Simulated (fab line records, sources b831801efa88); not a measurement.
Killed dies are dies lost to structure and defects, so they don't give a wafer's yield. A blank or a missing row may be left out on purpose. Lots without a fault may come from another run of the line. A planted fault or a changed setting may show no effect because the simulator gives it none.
Problem report in the 8D (eight disciplines) form, filled by code | flow sky130 | the parts of the form that need people (team, actions taken, sign-off) are left out

1. THE PROBLEM
developer_temp_C at SKY_VIA3_DEVELOP_11 reads a mean of 20.14 C on 6 wafers of 2 lots; wafers without a fault read 20.98 C with a standard deviation of 0.1. That is -8.4 standard deviations from the usual mean.
The step: develop time 60 s.
First seen on wafer L812.3, day 44 16:00, on litho_track-03. The record holds 39 wafers of 13 lots with a number at this step. Rule for "out", or "out of limits": more than 4 standard deviations from the usual mean. The other wafers with a number count as sound.

2. WHAT IT IS AND WHAT IT IS NOT
question                    | is                     | is not
which readings at this step | developer_temp_C       | -
which lots                  | L812, L814             | L798, L800, L801, L802, L803, L805, L811, L813, L815, L817, L820
which wafers of those lots  | all that have a number | -
read on which tools         | litho_track-03         | litho_track-02, litho_track-04
when                        | from day 44 16:00      | up to then (21 sound wafers); but 12 sound wafers of L813, L815, L817, L820 came after

3. SUSPECTS, AND WHAT RULES EACH OUT
Counting: a tool at a process step up to the reading stays a suspect if it ran every lot that is out and no sound lot after the first of them.
- litho_track-03 at SKY_VIA3_DEVELOP_11 (develop time 60 s): kept. It ran every lot that is out, first L812 (day 44 16:00), and no sound lot after that; its last sound lot up to then is L811 (day 44 07:00). Its own readings are out on those wafers: developer_temp_C.
Left after counting: litho_track-03 at SKY_VIA3_DEVELOP_11.

4. THE CAUSE (what the simulator had put in)
Process parameter drift: litho_track-03, from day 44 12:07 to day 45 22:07, at SKY_VIA3_DEVELOP_11. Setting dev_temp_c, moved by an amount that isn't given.
Counting left only this tool.

5. THE CHAIN OF EFFECTS, in route order
Each row: a reading whose mean over the struck wafers that have a number lies more than 3 standard deviations from the usual. Only readings for which the record gives a usual standard deviation are gone through. hours: the time from each lot's start at the first step in this table that gives one to its start at this step, as a median over the lots. sigmas: the change in usual standard deviations.
hours | step                | reading          | usual   | on struck wafers | change | sigmas
0     | SKY_VIA3_DEVELOP_11 | developer_temp_C | 20.98 C | 20.14            | -0.84  | -8.4
The process steps in it:
- SKY_VIA3_DEVELOP_11: develop time 60 s.

6. WHAT WOULD HAVE CAUGHT IT SOONER
In this record the first reading out of limits was taken at day 44 16:00, 4 hours after the fault began at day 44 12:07.
